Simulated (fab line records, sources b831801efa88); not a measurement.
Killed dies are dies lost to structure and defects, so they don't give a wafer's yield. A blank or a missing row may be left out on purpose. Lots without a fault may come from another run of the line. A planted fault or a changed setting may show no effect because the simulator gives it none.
Problem report in the 8D (eight disciplines) form, filled by code | flow sky130 | the parts of the form that need people (team, actions taken, sign-off) are left out

1. THE PROBLEM
oes_product_au at SKY_VIA2_ETCH_15 reads a mean of 0.991 a.u. on 3 wafers of 3 lots; wafers without a fault read 0.940 a.u. with a standard deviation of 0.0047. That is +11 standard deviations from the usual mean.
The step: etches SiO2 in C4F8/O2/Ar, stops on TiN, target depth 546 nm, time 84 s.
First seen on wafer L518.4, day 39 13:55, on rie_diel-01. The record holds 33 wafers of 12 lots with a number at this step. Rule for "out", or "out of limits": more than 4 standard deviations from the usual mean. The other wafers with a number count as sound.

2. WHAT IT IS AND WHAT IT IS NOT
question                    | is                     | is not
which readings at this step | oes_product_au         | bias_w, chamber_pressure_mTorr
which lots                  | L518, L520, L521       | L508, L509, L511, L522, L526, L527, L529, L530, L531
which wafers of those lots  | L518.4, L520.4, L521.2 | L518.3, L520.1, L521.3, L521.6
read on which tools         | rie_diel-01            | rie_diel-02, rie_diel-04
when                        | from day 39 13:55      | up to then (10 sound wafers); but 20 sound wafers of L520, L521, L522, L526, L527, L529, L530, L531 came after

3. SUSPECTS, AND WHAT RULES EACH OUT
Counting: a tool at a process step up to the reading stays a suspect if it ran every lot that is out. Sound lots after the first of them don't rule it out here, since some wafers of a struck lot are sound.
- cmp-01 at SKY_VIA2_CMP_02 (polishes SiO2): kept. It ran every lot that is out, first L518 (day 38 12:24).
- rie_diel-01 at SKY_VIA2_ETCH_15 (etches SiO2 in C4F8/O2/Ar, stops on TiN, target depth 546 nm, time 84 s): kept. It ran every lot that is out, first L518 (day 39 13:55). Its own readings are out on those wafers: oes_product_au.
- Within rie_diel-01 at SKY_VIA2_ETCH_15: the wafers that are out ran in chambers 1, 2; their sound lot-mates ran in chambers 0, 3.
Left after counting: cmp-01 at SKY_VIA2_CMP_02, rie_diel-01 at SKY_VIA2_ETCH_15.

4. THE CAUSE (what the simulator had put in)
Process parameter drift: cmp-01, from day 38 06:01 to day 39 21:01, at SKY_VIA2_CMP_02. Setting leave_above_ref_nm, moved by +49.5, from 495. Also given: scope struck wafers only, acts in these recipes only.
Counting left 2 suspects, and this tool is among them.

5. THE CHAIN OF EFFECTS, in route order
Each row: a reading whose mean over the struck wafers that have a number lies more than 3 standard deviations from the usual. Only readings for which the record gives a usual standard deviation are gone through. hours: the time from each lot's start at the first step in this table that gives one to its start at this step, as a median over the lots. sigmas: the change in usual standard deviations.
hours | step             | reading        | usual      | on struck wafers | change | sigmas
0     | SKY_VIA2_ETCH_15 | oes_product_au | 0.940 a.u. | 0.991            | +0.051 | +11
The process steps in it:
- SKY_VIA2_ETCH_15: etches SiO2 in C4F8/O2/Ar, stops on TiN, target depth 546 nm, time 84 s.

6. WHAT WOULD HAVE CAUGHT IT SOONER
In this record the first reading out of limits was taken at day 39 13:55, 32 hours after the fault began at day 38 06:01.
Of the tool readings at SKY_VIA2_CMP_02 for which the record gives a usual standard deviation, none was out on any struck wafer, so an alarm limit of 4 standard deviations on them would not have fired.
All the lots that are out (3) had begun SKY_VIA2_CMP_02 on cmp-01 by day 39 13:55. A hold on the tool at that time would have spared none of them.
